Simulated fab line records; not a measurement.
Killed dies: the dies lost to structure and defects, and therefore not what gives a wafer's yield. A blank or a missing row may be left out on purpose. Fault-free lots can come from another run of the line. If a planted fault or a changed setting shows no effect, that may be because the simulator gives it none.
Shared-tool check + flow sky130 + 14 lots, 42 wafers sampled

## WHY IT WAS OPENED
2 of 14 lots carry a flag on the reading LDD_LDN_TW at SKY_LDD_LDN_TW_MEAS_13. No-fault wafers: 1492, standard deviation 13.
Rule: a lot is flagged in two cases, either no wafer of it has a number, or all its wafers with numbers fall more than 4 standard deviations from that mean. As for the other lots, they are considered sound.

| lot  | measured     | on            | LDD_LDN_TW, wafer by wafer | flag    |
|------|--------------|---------------|----------------------------|---------|
| L990 | day 23 03:22 | film metro-01 | 1497 1490 1496             |         |
| L991 | day 23 10:47 | film metro-01 | 1500 1486 1492             |         |
| L992 | day 24 00:08 | film metro-04 | 1480 1489 1486             |         |
| L993 | day 24 07:44 | film metro-04 | 1490 1490 1495             |         |
| L995 | day 25 02:29 | film metro-04 | 1491 1494 1493             |         |
| L996 | day 25 11:35 | film metro-04 | 1360 1375 1357             | FLAGGED |
| L997 | day 25 20:27 | film metro-01 | 1369 1365 1364             | FLAGGED |
| L106 | day 28 19:18 | film metro-01 | 1508 1501 1506             |         |
| L107 | day 29 06:30 | film metro-04 | 1499 1505 1504             |         |
| L108 | day 29 11:28 | film metro-01 | 1500 1504 1498             |         |
| L109 | day 29 17:52 | film metro-02 | 1469 1462 1459             |         |
| L110 | day 30 02:53 | film metro-04 | 1491 1495 1498             |         |
| L111 | day 30 10:50 | film metro-04 | 1495 1498 1491             |         |
| L112 | day 31 12:55 | film metro-01 | 1506 1505 1500             |         |
Average over the flagged lots: 1365; offset from the usual -127, equal to -10 standard deviations.

## TOOL THAT RAN EACH LOT
Before the reading, the record contains 2 process steps out of a 708-step route. Every cell lists first the tool, next ch and the chambers used by the sampled wafers, and last the start.
| lot  | flag    | SKY_LDD_P_STRIP_10                   | SKY_LDD_LDN_IMPLANT_10          |
|------|---------|--------------------------------------|---------------------------------|
| L990 |         | plasma asher-01 ch 0, day 19 07:59   | implanter-03 ch 0, day 23 02:58 |
| L991 |         | plasma asher-03 ch 1, day 19 14:04   | implanter-03 ch 0, day 23 10:23 |
| L992 |         | plasma asher-01 ch 0,1, day 20 04:40 | implanter-04 ch 0, day 23 23:44 |
| L993 |         | plasma asher-01 ch 0,1, day 20 12:02 | implanter-04 ch 0, day 24 07:20 |
| L995 |         | plasma asher-03 ch 0,1, day 21 07:49 | implanter-03 ch 0, day 25 02:07 |
| L996 | FLAGGED | plasma asher-03 ch 0,1, day 21 16:56 | implanter-03, day 25 11:12      |
| L997 | FLAGGED | plasma asher-03 ch 0,1, day 22 03:56 | implanter-03, day 25 20:04      |
| L106 |         | plasma asher-03 ch 0,1, day 25 04:35 | implanter-03 ch 0, day 28 18:56 |
| L107 |         | plasma asher-03 ch 0,1, day 25 14:56 | implanter-02 ch 0, day 29 06:07 |
| L108 |         | plasma asher-03 ch 0,1, day 25 20:17 | implanter-04 ch 0, day 29 11:04 |
| L109 |         | plasma asher-01 ch 0,1, day 26 03:13 | implanter-02 ch 0, day 29 17:28 |
| L110 |         | plasma asher-03 ch 0,1, day 26 13:49 | implanter-03 ch 0, day 30 02:30 |
| L111 |         | plasma asher-02 ch 0,1, day 26 20:26 | implanter-04 ch 0, day 30 10:28 |
| L112 |         | plasma asher-01 ch 0,1, day 27 23:40 | implanter-02 ch 0, day 31 12:31 |
What is done by these steps:
- SKY_LDD_P_STRIP_10: strips in O2/N2.
- SKY_LDD_LDN_IMPLANT_10
- SKY_LDD_LDN_TW_MEAS_13

## FLAGGED OVER TOTAL, TOOL BY TOOL (the gauges that took the reading come last)
| step                   | tool            | lots run | flagged | share of the flagged lots | sound lots run after its first flagged lot |
|------------------------|-----------------|----------|---------|---------------------------|--------------------------------------------|
| SKY_LDD_P_STRIP_10     | plasma asher-01 | 5        | 0       | none                      | -                                          |
| SKY_LDD_P_STRIP_10     | plasma asher-02 | 1        | 0       | none                      | -                                          |
| SKY_LDD_P_STRIP_10     | plasma asher-03 | 8        | 2       | all                       | 4 (L106,L107,L108,L110)                    |
| SKY_LDD_LDN_IMPLANT_10 | implanter-02    | 3        | 0       | none                      | -                                          |
| SKY_LDD_LDN_IMPLANT_10 | implanter-03    | 7        | 2       | all                       | 2 (L106,L110)                              |
| SKY_LDD_LDN_IMPLANT_10 | implanter-04    | 4        | 0       | none                      | -                                          |
| SKY_LDD_LDN_TW_MEAS_13 | film metro-01   | 6        | 1       | some                      | 3 (L106,L108,L112)                         |
| SKY_LDD_LDN_TW_MEAS_13 | film metro-02   | 1        | 0       | none                      | -                                          |
| SKY_LDD_LDN_TW_MEAS_13 | film metro-04   | 7        | 1       | some                      | 3 (L107,L110,L111)                         |

## WHAT THE TABLE PERMITS
In 2 table rows, all flagged lots were run: plasma asher-03 (SKY_LDD_P_STRIP_10), implanter-03 (SKY_LDD_LDN_IMPLANT_10).
- plasma asher-03 at SKY_LDD_P_STRIP_10: 2 of its 8 lots flagged. Lots that were sound ran on it after the first flagged one (L106, L107, L108, L110); a persistent fault on the entire tool would not allow that.
- implanter-03 at SKY_LDD_LDN_IMPLANT_10: 2 of its 7 lots flagged. Lots that were sound ran on it after the first flagged one (L106, L110); a persistent fault on the entire tool would not allow that. On the flagged lots its readings are blank where sound lots have values: beam energy keV, beam on s.
No row of the table ran every flagged lot and no sound lot after the first.

## WHAT THE SIMULATOR HAD INSERTED
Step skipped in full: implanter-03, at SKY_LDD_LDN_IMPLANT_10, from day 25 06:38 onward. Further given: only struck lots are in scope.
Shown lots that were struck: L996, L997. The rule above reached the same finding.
